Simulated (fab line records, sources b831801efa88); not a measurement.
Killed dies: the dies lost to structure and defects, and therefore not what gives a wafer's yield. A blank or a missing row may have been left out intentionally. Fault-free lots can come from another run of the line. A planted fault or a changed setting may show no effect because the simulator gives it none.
Which tool was responsible? + flow sky130 + Sampling: 11 lots, 33 wafers, 6 of 708 route steps

## WHAT THE GAUGES SHOWED, per wafer
SKY_POLY_CUT_CD_MEAS_08: target cd 270 nm. Usual: 270.0 nm for cd nm, sd 1.6.
| lot  | measured     | on        | cd nm (nm)        | flag |
|------|--------------|-----------|-------------------|------|
| L507 | day 23 18:43 | cd sem-02 | 271.3 273.1 271.6 |      |
| L508 | day 23 21:51 | cd sem-01 | 271.2 270.4 271.6 |      |
| L511 | day 25 12:14 | cd sem-02 | 269.6 268.6 269.5 |      |
| L512 | day 26 08:37 | cd sem-02 | 270.5 270.6 271.0 |      |
| L513 | day 26 18:46 | cd sem-02 | 268.8 269.6 270.7 |      |
| L514 | day 26 22:25 | cd sem-01 | 273.3 270.5 271.4 |      |
| L515 | day 27 12:47 | cd sem-01 | 271.1 271.5 270.5 |      |
| L517 | day 28 18:34 | cd sem-02 | 268.8 268.1 268.2 |      |
| L524 | day 30 00:01 | cd sem-01 | 268.8 270.0 271.2 |      |
| L527 | day 31 03:37 | cd sem-01 | 269.3 269.1 267.5 |      |
| L530 | day 31 23:52 | cd sem-02 | 269.9 270.3 269.9 |      |

SKY_POLY_CUT_OVL_MEAS_09. Usual: POLY_CUT_OVL typically reads 0 nm, with standard deviation 5.6.
| lot  | measured     | on         | POLY_CUT_OVL (nm) | flag |
|------|--------------|------------|-------------------|------|
| L507 | day 23 18:50 | overlay-01 | -6 -8 -5          |      |
| L508 | day 23 21:58 | overlay-02 | -1 3 4            |      |
| L511 | day 25 12:21 | overlay-02 | 3 -1 8            |      |
| L512 | day 26 08:43 | overlay-01 | -1 2 0            |      |
| L513 | day 26 18:52 | overlay-01 | 0 9 2             |      |
| L514 | day 26 22:31 | overlay-01 | 0 0 -2            |      |
| L515 | day 27 12:54 | overlay-01 | -8 -5 -4          |      |
| L517 | day 28 18:39 | overlay-02 | -8 -7 -1          |      |
| L524 | day 30 00:08 | overlay-02 | -2 3 -9           |      |
| L527 | day 31 03:44 | overlay-02 | -5 -2 -2          |      |
| L530 | day 31 23:59 | overlay-02 | -2 0 1            |      |

SKY_SD_N_RS_MEAS_16: measurement is done with a four-point probe. Usual: SD_N_RS typically reads 68.56 ohm/sq, with standard deviation 0.13.
| lot  | measured     | on            | SD_N_RS (ohm/sq)  | flag |
|------|--------------|---------------|-------------------|------|
| L507 | day 27 12:40 | film metro-03 | 68.37 68.46 68.26 |      |
| L508 | day 27 14:49 | film metro-02 | 68.55 68.62 68.66 |      |
| L511 | day 29 02:14 | film metro-02 | 68.71 68.78 68.85 |      |
| L512 | day 29 22:56 | film metro-03 | 68.57 68.44 68.49 |      |
| L513 | day 30 07:53 | film metro-01 | 68.59 68.58 68.61 |      |
| L514 | day 30 10:38 | film metro-01 | 68.61 68.59 68.65 |      |
| L515 | day 31 02:23 | film metro-02 | 68.53 68.62 68.69 |      |
| L517 | day 32 06:51 | film metro-02 | 68.61 68.79 68.62 |      |
| L524 | day 33 10:46 | film metro-01 | 69.54 69.36 69.36 | OFF  |
| L527 | day 34 12:47 | film metro-01 | 69.27 69.24 69.23 | OFF  |
| L530 | day 35 09:13 | film metro-02 | 68.62 68.83 68.65 |      |

## WHICH TOOL RAN EACH LOT (tool, then ch and the chambers of the sampled wafers, then the start)
| lot  | SKY_POLY_CUT_STRIP_12                | SKY_SD_N_IMPLANT_09             | SKY_SD_N_STRIP_11                    |
|------|--------------------------------------|---------------------------------|--------------------------------------|
| L507 | plasma asher-01 ch 0,1, day 23 18:58 | implanter-01 ch 0, day 27 11:59 | plasma asher-02 ch 0,1, day 27 12:17 |
| L508 | plasma asher-02 ch 0,1, day 23 22:05 | implanter-04 ch 0, day 27 14:04 | plasma asher-02 ch 0,1, day 27 14:22 |
| L511 | plasma asher-03 ch 0,1, day 25 12:28 | implanter-03 ch 0, day 29 01:32 | plasma asher-03 ch 0,1, day 29 01:49 |
| L512 | plasma asher-02 ch 0, day 26 08:50   | implanter-04 ch 0, day 29 22:14 | plasma asher-04 ch 0,1, day 29 22:31 |
| L513 | plasma asher-01 ch 0,1, day 26 18:59 | implanter-01 ch 0, day 30 07:12 | plasma asher-03 ch 0,1, day 30 07:29 |
| L514 | plasma asher-02 ch 0,1, day 26 22:38 | implanter-03 ch 0, day 30 09:54 | plasma asher-04 ch 0,1, day 30 10:10 |
| L515 | plasma asher-01 ch 0,1, day 27 13:01 | implanter-01 ch 0, day 31 01:42 | plasma asher-03 ch 0,1, day 31 01:59 |
| L517 | plasma asher-03 ch 0,1, day 28 18:47 | implanter-04 ch 0, day 32 06:10 | plasma asher-04 ch 0,1, day 32 06:28 |
| L524 | plasma asher-03 ch 0,1, day 30 00:16 | implanter-01 ch 0, day 33 10:04 | plasma asher-03 ch 0,1, day 33 10:22 |
| L527 | plasma asher-03 ch 0,1, day 31 03:52 | implanter-01 ch 0, day 34 12:04 | plasma asher-02 ch 0,1, day 34 12:22 |
| L530 | plasma asher-03 ch 0,1, day 32 00:07 | implanter-03 ch 0, day 35 08:31 | plasma asher-03 ch 0,1, day 35 08:49 |
- SKY_POLY_CUT_STRIP_12: strips in O2/N2.
- SKY_SD_N_IMPLANT_09
- SKY_SD_N_STRIP_11: strips in O2/N2.

## AS READ BY THE TOOLS THEMSELVES (means over the sampled wafers that have a number; for cases with no such wafer, the mark the record gives instead)
SKY_POLY_CUT_STRIP_12. Usual: drypump motor current A 6.01 A, standard deviation 0.28; o2 flow sccm 3001 sccm, standard deviation 9.8; oes product au 0.453 a.u., standard deviation 0.0043; strip time to endpoint s 5.350 s, standard deviation 0.016.
| lot  | tool            | drypump motor current A (A) | o2 flow sccm (sccm) | oes product au (a.u.) | strip time to endpoint s (s) | flag |
|------|-----------------|-----------------------------|---------------------|-----------------------|------------------------------|------|
| L507 | plasma asher-01 | 6.15                        | 3000                | 0.453                 | 5.346                        |      |
| L508 | plasma asher-02 | 5.68                        | 2998                | 0.453                 | 5.350                        |      |
| L511 | plasma asher-03 | 6.23                        | 2994                | 0.451                 | 5.334                        |      |
| L512 | plasma asher-02 | 5.92                        | 3009                | 0.450                 | 5.336                        |      |
| L513 | plasma asher-01 | 6.12                        | 2991                | 0.452                 | 5.371                        |      |
| L514 | plasma asher-02 | 5.79                        | 3009                | 0.453                 | 5.349                        |      |
| L515 | plasma asher-01 | 6.13                        | 3007                | 0.450                 | 5.348                        |      |
| L517 | plasma asher-03 | 6.24                        | 3005                | 0.453                 | 5.350                        |      |
| L524 | plasma asher-03 | 6.01                        | 2993                | 0.451                 | 5.334                        |      |
| L527 | plasma asher-03 | 6.02                        | 3006                | 0.447                 | 5.340                        |      |
| L530 | plasma asher-03 | 6.02                        | 2997                | 0.451                 | 5.360                        |      |

SKY_SD_N_IMPLANT_09. Usual: beam energy keV 49.998, standard deviation 0.013; dose ions cm2 4e+15, standard deviation 4.8e+12; end station pressure torr 1.19e-05 Torr, standard deviation 7.2e-07; faraday current uA 10714, standard deviation 460.
| lot  | tool         | beam energy keV | dose ions cm2 | end station pressure torr (Torr) | faraday current uA | flag |
|------|--------------|-----------------|---------------|----------------------------------|--------------------|------|
| L507 | implanter-01 | 49.998          | 4e+15         | 1.19e-05                         | 10673              |      |
| L508 | implanter-04 | 49.987          | 4e+15         | 1.22e-05                         | 10897              |      |
| L511 | implanter-03 | 50.012          | 4e+15         | 1.15e-05                         | 10193              |      |
| L512 | implanter-04 | 50.003          | 4e+15         | 1.32e-05                         | 11215              |      |
| L513 | implanter-01 | 50.002          | 4e+15         | 1.19e-05                         | 10763              |      |
| L514 | implanter-03 | 50.010          | 4e+15         | 1.13e-05                         | 10017              |      |
| L515 | implanter-01 | 49.989          | 4e+15         | 1.16e-05                         | 10826              |      |
| L517 | implanter-04 | 49.990          | 4e+15         | 1.29e-05                         | 11407              |      |
| L524 | implanter-01 | 50.002          | 4e+15         | 1.28e-05                         | 10823              |      |
| L527 | implanter-01 | 50.007          | 4e+15         | 1.19e-05                         | 10808              |      |
| L530 | implanter-03 | 50.015          | 4e+15         | 1.14e-05                         | 10044              |      |

SKY_SD_N_STRIP_11. Usual: drypump motor current A 6.0 A, standard deviation 0.31; o2 flow sccm 3000 sccm, standard deviation 9.8; oes product au 0.527 a.u., standard deviation 0.0043; strip time to endpoint s 22.52 s, standard deviation 0.039.
| lot  | tool            | drypump motor current A (A) | o2 flow sccm (sccm) | oes product au (a.u.) | strip time to endpoint s (s) | flag |
|------|-----------------|-----------------------------|---------------------|-----------------------|------------------------------|------|
| L507 | plasma asher-02 | 5.8                         | 2999                | 0.524                 | 22.45                        |      |
| L508 | plasma asher-02 | 5.8                         | 2998                | 0.527                 | 22.59                        |      |
| L511 | plasma asher-03 | 6.3                         | 3001                | 0.528                 | 22.54                        |      |
| L512 | plasma asher-04 | 6.1                         | 2983                | 0.526                 | 22.46                        |      |
| L513 | plasma asher-03 | 6.2                         | 2995                | 0.526                 | 22.54                        |      |
| L514 | plasma asher-04 | 6.1                         | 2995                | 0.531                 | 22.48                        |      |
| L515 | plasma asher-03 | 6.2                         | 3009                | 0.529                 | 22.53                        |      |
| L517 | plasma asher-04 | 6.1                         | 3005                | 0.525                 | 22.58                        |      |
| L524 | plasma asher-03 | 6.0                         | 2986                | 0.532                 | 22.17                        | OFF  |
| L527 | plasma asher-02 | 5.8                         | 2996                | 0.530                 | 22.22                        | OFF  |
| L530 | plasma asher-03 | 6.2                         | 3001                | 0.524                 | 22.48                        |      |

## THE ANSWER, worked out from the rows above alone
Rule: lot off if the mean of its wafers having a number is beyond 3 standard deviations from the usual mean. Also off: a lot with no number at a reading for which 4 or more lots have one. The other lots that the step has rows for count as sound. The gauges are gone through in route order, then the tools' own readings, and for those a lot's mean is taken as printed above. The first step at which some lot is off is used, and at that step the reading that is off furthest; a lot without a number counts as furthest.
Off: L524, L527, seen at SKY_SD_N_RS_MEAS_16 (SD_N_RS).
If a tool, at a process step before that reading, ran all the lots that are off and no sound lot after the first of them, it fits. Not tried: the gauges at SKY_SD_N_RS_MEAS_16; whatever is off there is also off at SKY_SD_N_STRIP_11, on other tools, and gauge error can't account for it. One fits: implanter-01 at SKY_SD_N_IMPLANT_09. Its last sound lot is L515 (day 31 01:42), its first lot that is off L524 (day 33 10:04): a fault that began between those two fits.

## WHAT THE SIMULATOR HAD PUT IN
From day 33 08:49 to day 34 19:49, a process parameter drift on implanter-01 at SKY_SD_N_IMPLANT_09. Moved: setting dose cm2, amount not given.
Shown lots that were struck: L524, L527. The rule above found the same.
